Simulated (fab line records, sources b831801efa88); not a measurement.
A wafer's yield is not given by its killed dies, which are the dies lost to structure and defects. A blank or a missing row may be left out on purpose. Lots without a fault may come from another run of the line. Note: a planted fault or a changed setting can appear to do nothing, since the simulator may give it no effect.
What tool caused it? + flow gf180mcu + 33 wafers from 11 lots sampled at 7 of the route's 602 steps

== WHAT THE GAUGES SHOWED, per wafer ==
GF_MVSD_TW_MEAS_11.
| lot  | measured    | on            | MVSD_TW                       |
|------|-------------|---------------|-------------------------------|
| L672 | day 4 14:50 | film metro-04 | 1589 1583 1586                |
| L675 | day 5 04:17 | film metro-03 | 1593 1584 1589                |
| L677 | day 5 19:11 | film metro-04 | 1587 1571 1582                |
| L678 | day 5 21:45 | film metro-01 | 1550 1543 1550                |
| L679 | day 6 04:29 | film metro-03 | 1598 1588 1596                |
| L680 | day 6 09:25 | film metro-01 | 1554 1554 1561                |
| L684 | day 7 06:58 | film metro-01 | 1554 1557 1555                |
| L685 | day 7 16:26 | film metro-04 | 1587 1588 1584                |
| L687 | day 8 00:58 | film metro-04 | 1551 1543 1545                |
| L688 | day 8 08:01 | film metro-03 | 1530 1545 1546                |
| L690 | day 8 17:26 | film metro-01 | 1519 1520 1520 1527 1519 1521 |

GF_VT_IMPLANT_RS_MEAS_46: the measuring method here is four-point-probe.
| lot  | measured     | on            | MVSD_RS (ohm/sq)                    |
|------|--------------|---------------|-------------------------------------|
| L672 | day 7 18:51  | film metro-03 | 457.7 456.9 457.8                   |
| L675 | day 8 09:48  | film metro-03 | 456.5 457.3 458.0                   |
| L677 | day 9 03:10  | film metro-01 | 456.1 456.7 456.1                   |
| L678 | day 9 04:47  | film metro-03 | 457.6 458.0 458.7                   |
| L679 | day 9 12:54  | film metro-03 | 456.8 457.2 456.7                   |
| L680 | day 9 18:58  | film metro-01 | 456.0 455.3 454.8                   |
| L684 | day 10 20:07 | film metro-03 | 456.8 456.7 457.5                   |
| L685 | day 11 06:52 | film metro-01 | 455.4 455.6 456.1                   |
| L687 | day 11 16:51 | film metro-04 | 480.5 481.8 480.4 479.7 481.7 480.5 |
| L688 | day 11 23:59 | film metro-03 | 479.7 480.9 479.9 480.2 480.3 479.0 |
| L690 | day 12 12:46 | film metro-03 | 479.5 480.1 480.0 479.3 479.0 479.5 |

GF_VT_IMPLANT_RS_MEAS_47: the measuring method here is four-point-probe.
| lot  | measured     | on            | NWELL_RS (ohm/sq) |
|------|--------------|---------------|-------------------|
| L672 | day 7 18:58  | film metro-03 | 487.2 487.0 487.3 |
| L675 | day 8 09:55  | film metro-03 | 488.5 488.1 488.0 |
| L677 | day 9 03:17  | film metro-01 | 487.4 487.2 487.2 |
| L678 | day 9 04:54  | film metro-03 | 488.8 488.5 486.1 |
| L679 | day 9 13:01  | film metro-03 | 486.3 487.6 487.7 |
| L680 | day 9 19:05  | film metro-01 | 486.7 487.3 485.8 |
| L684 | day 10 20:14 | film metro-03 | 488.0 486.6 488.6 |
| L685 | day 11 06:59 | film metro-01 | 486.7 485.6 486.6 |
| L687 | day 12 02:08 | film metro-04 | 491.0 491.9 489.6 |
| L688 | day 12 02:28 | film metro-03 | 486.6 486.7 486.9 |
| L690 | day 12 15:55 | film metro-03 | 487.5 486.9 486.8 |

GF_DUAL_GATE_OVL_MEAS_11.
| lot  | measured     | on         | DUAL_GATE_OVL (nm) |
|------|--------------|------------|--------------------|
| L672 | day 8 12:45  | overlay-02 | -0.5 -1.4 -1.1     |
| L675 | day 9 07:01  | overlay-02 | 0.0 -0.5 -1.8      |
| L677 | day 9 21:11  | overlay-01 | 0.5 1.1 0.5        |
| L678 | day 10 01:19 | overlay-02 | -0.1 -0.4 1.7      |
| L679 | day 10 09:26 | overlay-01 | 0.5 0.1 -0.8       |
| L680 | day 10 14:46 | overlay-02 | 0.1 0.7 1.1        |
| L684 | day 11 17:41 | overlay-02 | 1.1 -3.2 -0.8      |
| L685 | day 12 04:08 | overlay-01 | -0.5 -1.1 1.0      |
| L687 | day 12 14:07 | overlay-01 | 4.3 2.0 2.3        |
| L688 | day 12 21:09 | overlay-02 | 1.4 0.7 0.7        |
| L690 | day 13 10:47 | overlay-02 | -1.5 0.2 -0.1      |

GF_HV_LDD_THK_MEAS_57.
| lot  | measured     | on            | HV_LDD_CVD_56_THK (nm) |
|------|--------------|---------------|------------------------|
| L672 | day 12 20:34 | film metro-04 | 90.8 90.2 90.5         |
| L675 | day 13 14:37 | film metro-01 | 89.4 89.3 88.9         |
| L677 | day 14 07:20 | film metro-03 | 90.6 90.4 91.1         |
| L678 | day 14 11:29 | film metro-04 | 90.7 90.1 89.4         |
| L679 | day 14 22:15 | film metro-03 | 90.3 88.7 89.0         |
| L680 | day 15 04:40 | film metro-04 | 90.0 90.7 90.6         |
| L684 | day 16 09:07 | film metro-03 | 89.4 89.1 89.3         |
| L685 | day 17 02:14 | film metro-04 | 89.0 89.3 88.3         |
| L687 | day 17 13:38 | film metro-03 | 89.9 89.3 89.6         |
| L688 | day 17 18:11 | film metro-01 | 89.8 89.8 89.4         |
| L690 | day 18 12:42 | film metro-03 | 88.7 89.8 89.7         |

== WHAT TOOL EACH LOT RAN ON (gives the tool, then ch and the chambers of the sampled wafers, and finally the start) ==
| lot  | GF_MVSD_IMPLANT_08             | GF_MVSD_STRIP_10                    |
|------|--------------------------------|-------------------------------------|
| L672 | implanter-04 ch 0, day 4 14:26 | plasma asher-04 ch 0,1, day 4 14:44 |
| L675 | implanter-04 ch 0, day 5 03:53 | plasma asher-04 ch 0,1, day 5 04:11 |
| L677 | implanter-04 ch 0, day 5 18:47 | plasma asher-02 ch 0,1, day 5 19:05 |
| L678 | implanter-03 ch 0, day 5 21:23 | plasma asher-04 ch 0,1, day 5 21:40 |
| L679 | implanter-04 ch 0, day 6 04:05 | plasma asher-02 ch 0,1, day 6 04:23 |
| L680 | implanter-01 ch 0, day 6 09:01 | plasma asher-02 ch 0,1, day 6 09:19 |
| L684 | implanter-04 ch 0, day 7 06:35 | plasma asher-02 ch 0,1, day 7 06:52 |
| L685 | implanter-01 ch 0, day 7 16:03 | plasma asher-04 ch 0,1, day 7 16:20 |
| L687 | implanter-04 ch 0, day 8 00:36 | plasma asher-03 ch 0,1, day 8 00:52 |
| L688 | implanter-04 ch 0, day 8 07:19 | plasma asher-04 ch 0,1, day 8 07:55 |
| L690 | implanter-04 ch 0, day 8 17:04 | plasma asher-03 ch 0,1, day 8 17:21 |
- GF_MVSD_IMPLANT_08
- GF_MVSD_STRIP_10: strips in O2/N2.

== AS READ BY THE TOOLS THEMSELVES (means over the sampled wafers that have a number; for cases with no such wafer, the mark the record gives instead) ==
GF_MVSD_IMPLANT_08.
| lot  | tool         | beam energy keV |
|------|--------------|-----------------|
| L672 | implanter-04 | 400.06          |
| L675 | implanter-04 | 399.94          |
| L677 | implanter-04 | 400.11          |
| L678 | implanter-03 | 399.96          |
| L679 | implanter-04 | 400.01          |
| L680 | implanter-01 | 400.04          |
| L684 | implanter-04 | 399.83          |
| L685 | implanter-01 | 400.05          |
| L687 | implanter-04 | 312.26          |
| L688 | implanter-04 | 312.48          |
| L690 | implanter-04 | 312.17          |

GF_MVSD_STRIP_10.
| lot  | tool            | drypump motor current A (A) | heater power w (W) | oes product au (a.u.) | strip time to endpoint s (s) |
|------|-----------------|-----------------------------|--------------------|-----------------------|------------------------------|
| L672 | plasma asher-04 | 5.99                        | 361                | 0.718                 | 36.91                        |
| L675 | plasma asher-04 | 5.70                        | 326                | 0.721                 | 36.78                        |
| L677 | plasma asher-02 | 5.80                        | 385                | 0.718                 | 36.72                        |
| L678 | plasma asher-04 | 5.72                        | 328                | 0.722                 | 37.08                        |
| L679 | plasma asher-02 | 5.80                        | 353                | 0.724                 | 36.82                        |
| L680 | plasma asher-02 | 5.79                        | 355                | 0.725                 | 37.18                        |
| L684 | plasma asher-02 | 5.80                        | 387                | 0.719                 | 36.90                        |
| L685 | plasma asher-04 | 5.74                        | 331                | 0.718                 | 37.07                        |
| L687 | plasma asher-03 | 5.60                        | 298                | 0.720                 | 36.99                        |
| L688 | plasma asher-04 | 5.98                        | 357                | 0.722                 | 36.99                        |
| L690 | plasma asher-03 | 5.57                        | 312                | 0.720                 | 36.94                        |

== THE ANSWER, worked out from the rows above alone ==
Rule: the usual values come from the lots themselves. The widest of any qualifying gaps counts: lots, ordered by their means at a reading, are off when they make up no more than a third of the lots, leave a main group of 4 or more, and stand apart from it by 3 or more times the standard deviation of that group's means. A main group is skipped when, at the precision printed for the reading in the tables above, its means are all equal. Also off: a lot with no number at a reading for which 4 or more lots have one. Where the step has rows for the other lots, those lots are counted as sound. Order of review: gauges by route order, followed by the tools' own readings, for which a lot's mean as printed above is used. The first step at which some lot is off is used, and at that step the reading that is off furthest; a lot without a number counts as furthest.
Off: L687, L688, L690, at GF_VT_IMPLANT_RS_MEAS_46 (MVSD_RS). The main group has a mean of 456.8 ohm/sq with a standard deviation of 0.86.
A tool fits if, at a process step before that reading, it ran every lot that is off, and no sound lot after the first of them. The gauges at GF_VT_IMPLANT_RS_MEAS_46 aren't tried: what is off there is off at GF_MVSD_IMPLANT_08 too, on other tools, and a gauge's error can't cause that. One fits: implanter-04 at GF_MVSD_IMPLANT_08. Its last sound lot is L684 (day 7 06:35), its first lot that is off L687 (day 8 00:36): a fault that began between those two fits.
The tool's own readings at GF_MVSD_IMPLANT_08 bear it out: on the lots that are off they differ by more than 5 times the standard deviation of the sound lots' means. beam energy keV reads 312.30 there against 400.00 on the sound lots.

== WHAT THE SIMULATOR HAD PUT IN ==
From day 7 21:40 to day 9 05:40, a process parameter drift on implanter-04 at GF_MVSD_IMPLANT_08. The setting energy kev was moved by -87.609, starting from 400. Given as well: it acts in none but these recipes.
Shown lots that were struck: L687, L688, L690. Same finding as the rule above.
